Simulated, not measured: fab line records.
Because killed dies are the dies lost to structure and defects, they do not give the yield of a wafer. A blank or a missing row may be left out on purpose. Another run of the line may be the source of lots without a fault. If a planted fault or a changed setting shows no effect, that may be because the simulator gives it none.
The tool behind it: which one? | flow gf180mcu | 39 wafers from 13 lots sampled at 4 of the route's 602 steps

## WHAT THE GAUGES READ, wafer by wafer
GF_V5_BOW_MEAS_05.
lot  | measured     | on            | V5_BOW (um)
L851 | day 26 16:20 | film_metro-01 | 142 135 136
L852 | day 27 00:29 | film_metro-02 | 125 119 136
L855 | day 28 00:04 | film_metro-03 | 131 133 128
L857 | day 28 17:28 | film_metro-03 | 127 124 125
L858 | day 28 22:28 | film_metro-03 | 132 137 124
L861 | day 29 18:33 | film_metro-03 | 130 135 126
L862 | day 30 08:22 | film_metro-02 | 135 141 142
L864 | day 31 06:49 | film_metro-03 | 138 126 135
L866 | day 31 11:48 | film_metro-02 | 139 140 129
L865 | day 31 14:08 | film_metro-01 | 146 151 150
L867 | day 31 15:02 | film_metro-01 | 126 125 136
L868 | day 31 16:52 | film_metro-01 | 150 156 139
L869 | day 31 21:12 | film_metro-01 | 129 124 131

GF_TOP_METAL_CD_MEAS_14: the cd target is 440 nm.
lot  | measured     | on        | cd_nm (nm)
L851 | day 28 10:25 | cd_sem-02 | 441.0 442.5 441.2
L852 | day 28 18:02 | cd_sem-02 | 440.6 440.1 440.9
L855 | day 29 15:49 | cd_sem-01 | 445.9 444.9 446.8
L857 | day 30 09:29 | cd_sem-01 | 440.9 442.3 442.5
L858 | day 30 14:09 | cd_sem-01 | 442.0 444.2 442.1
L861 | day 31 08:08 | cd_sem-02 | 440.4 441.4 440.6
L862 | day 31 21:37 | cd_sem-02 | 439.6 439.6 439.2
L864 | day 32 17:46 | cd_sem-02 | 438.9 438.0 440.4
L866 | day 32 23:10 | cd_sem-02 | 439.6 441.5 439.6
L865 | day 33 01:43 | cd_sem-02 | 440.0 436.0 438.3
L867 | day 33 01:52 | cd_sem-02 | 440.0 439.8 443.1
L868 | day 33 03:25 | cd_sem-02 | 439.5 438.9 434.3
L869 | day 33 08:22 | cd_sem-02 | 438.1 437.5 438.7

## WHAT TOOL EACH LOT RAN ON (gives the tool, then ch and the chambers of the sampled wafers, and finally the start)
lot  | GF_V4_ETCH_16                      | GF_V5_CVD_02
L851 | rie_diel-03 ch 0,2,3, day 24 18:51 | pecvd-01 ch 0,1, day 26 15:51
L852 | rie_diel-02 ch 1,2, day 25 03:37   | pecvd-03 ch 1,2, day 27 00:01
L855 | rie_diel-02 ch 2,3, day 26 03:37   | pecvd-01 ch 1, day 27 23:25
L857 | rie_diel-02 ch 1,2,3, day 26 22:52 | pecvd-03 ch 0,1, day 28 17:00
L858 | rie_diel-02 ch 0,1,3, day 27 04:37 | pecvd-03 ch 0,1,2, day 28 21:58
L861 | rie_diel-02 ch 0,1,3, day 28 01:25 | pecvd-02 ch 0,2, day 29 18:02
L862 | rie_diel-02 ch 1,3, day 28 14:52   | pecvd-01 ch 2, day 30 07:51
L864 | rie_diel-04 ch 1,2,3, day 29 14:27 | pecvd-02 ch 0,2, day 31 06:20
L866 | rie_diel-02 ch 0,1, day 29 20:36   | pecvd-01 ch 0,1,2, day 31 11:20
L865 | rie_diel-02 ch 1,2,3, day 29 22:22 | pecvd-02 ch 0,2, day 31 13:38
L867 | rie_diel-04 ch 1,2,3, day 29 23:43 | pecvd-01 ch 0,1,2, day 31 14:32
L868 | rie_diel-04 ch 0,3, day 30 01:51   | pecvd-01 ch 0,1,2, day 31 16:18
L869 | rie_diel-02 ch 2,3, day 30 06:43   | pecvd-03 ch 0,2, day 31 20:43
- GF_V4_ETCH_16: etches BARC in N2/H2.
- GF_V5_CVD_02: deposits SiO2 from TEOS, target thk 1450 nm, time 163.28 s.

## AS READ BY THE TOOLS THEMSELVES (means over the sampled wafers that have a number; for cases with no such wafer, the mark the record gives instead)
GF_V4_ETCH_16.
lot  | tool        | bias_w (W) | drypump_motor_current_A (A) | h2_flow_sccm (sccm) | oes_product_au (a.u.) | throttle_valve_pct (%)
L851 | rie_diel-03 | 99.65      | 5.8                         | 200.7               | 0.849                 | 13.221
L852 | rie_diel-02 | 99.87      | 5.4                         | 199.8               | 0.857                 | 13.229
L855 | rie_diel-02 | 99.84      | 5.0                         | 199.9               | 0.854                 | 13.226
L857 | rie_diel-02 | 99.82      | 5.2                         | 200.5               | 0.856                 | 13.221
L858 | rie_diel-02 | 100.17     | 5.4                         | 200.5               | 0.852                 | 13.215
L861 | rie_diel-02 | 99.86      | 5.4                         | 199.2               | 0.856                 | 13.217
L862 | rie_diel-02 | 100.11     | 5.1                         | 199.6               | 0.856                 | 13.224
L864 | rie_diel-04 | 100.33     | 6.2                         | 200.7               | 0.858                 | 13.220
L866 | rie_diel-02 | 99.57      | 5.8                         | 199.9               | 0.858                 | 13.234
L865 | rie_diel-02 | 100.07     | 5.2                         | 200.1               | 0.852                 | 13.229
L867 | rie_diel-04 | 100.29     | 6.2                         | 200.1               | 0.855                 | 13.226
L868 | rie_diel-04 | 100.31     | 5.9                         | 199.5               | 0.849                 | 13.229
L869 | rie_diel-02 | 100.22     | 5.1                         | 200.2               | 0.857                 | 13.219

GF_V5_CVD_02.
lot  | tool     | heater_power_w (W)
L851 | pecvd-01 | 638
L852 | pecvd-03 | 573
L855 | pecvd-01 | 590
L857 | pecvd-03 | 605
L858 | pecvd-03 | 608
L861 | pecvd-02 | 563
L862 | pecvd-01 | 774
L864 | pecvd-02 | 576
L866 | pecvd-01 | 730
L865 | pecvd-02 | 587
L867 | pecvd-01 | 663
L868 | pecvd-01 | 682
L869 | pecvd-03 | 651

## THE ANSWER, worked out from the rows above alone
Rule: the usual values come from the lots themselves. The widest of any qualifying gaps counts: lots, ordered by their means at a reading, are off when they make up no more than a third of the lots, leave a main group of 4 or more, and stand apart from it by 3 or more times the standard deviation of that group's means. If all means in a main group match to the digits the tables above print for the reading, that group is not used. Also off: a lot with no number at a reading for which 4 or more lots have one. All remaining lots with rows at the step are treated as sound. The gauges are gone through in route order, then the tools' own readings, and for those a lot's mean is taken as printed above. At the first step where some lot is off, the reading lying furthest off is the one used; lots without a number count as furthest.
Nothing can be told from this: no lot is off at any reading shown.

## WHAT THE SIMULATOR PUT IN
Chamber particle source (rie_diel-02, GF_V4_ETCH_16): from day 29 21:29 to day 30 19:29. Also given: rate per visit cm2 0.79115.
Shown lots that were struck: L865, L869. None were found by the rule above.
